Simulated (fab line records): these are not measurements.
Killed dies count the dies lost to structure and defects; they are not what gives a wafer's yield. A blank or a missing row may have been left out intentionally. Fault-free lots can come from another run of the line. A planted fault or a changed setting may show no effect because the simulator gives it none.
Chamber matching :: flow sky130 :: hdpcvd-02 running SKY_LI_CONTACT_HDPCVD_00: 3 sister chambers
The step deposits PSG, target thk 930 nm, time 155 s. 3 wafers are shown with their chamber, then 7 later ones without.

## WAFERS, EACH WITH ITS CHAMBER
wafer: L718.2
chamber: 2
sih4_flow_sccm (sccm): 60.09

wafer: L719.1
chamber: 1
sih4_flow_sccm (sccm): 59.66

wafer: L719.3
chamber: 0
sih4_flow_sccm (sccm): 60.13

## WAFERS WITHOUT THEIR CHAMBER
wafer: L719.4
sih4_flow_sccm (sccm): 59.78

wafer: L720.2
sih4_flow_sccm (sccm): 59.91

wafer: L720.3
sih4_flow_sccm (sccm): 59.89

wafer: L720.4
sih4_flow_sccm (sccm): 59.57

wafer: L722.1
sih4_flow_sccm (sccm): 59.79

wafer: L722.2
sih4_flow_sccm (sccm): 59.75

wafer: L722.4
sih4_flow_sccm (sccm): 59.76

## EACH ONE'S CHAMBER
wafer: L719.4
from the rows above: can't be placed: 1 or 2 or 0
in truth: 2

wafer: L720.2
from the rows above: can't be placed: 2 or 0 or 1
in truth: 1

wafer: L720.3
from the rows above: can't be placed: 2 or 1 or 0
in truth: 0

wafer: L720.4
from the rows above: 1
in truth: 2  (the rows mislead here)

wafer: L722.1
from the rows above: can't be placed: 1 or 2 or 0
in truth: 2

wafer: L722.2
from the rows above: can't be placed: 1 or 2
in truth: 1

wafer: L722.4
from the rows above: can't be placed: 1 or 2 or 0
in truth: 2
Placed correctly: 0 of 7. These rows do not allow placing 6 (true chamber among the candidates in 6). 1 placed wrongly.
How it was worked out, from the rows above alone: a wafer's distance from a chamber is the root of the sum, over the readings, of the square of ((its reading less the chamber's mean) divided by the reading's scatter). If the next closest chamber is less than 2 further off than the closest, the wafer can't be placed; otherwise it belongs to the closest. For every chamber, the mean is computed from those of its wafers that are shown. The scatter: with one shown wafer a chamber, the root of the mean of the squares of how far each hidden wafer lies from its nearest shown one.
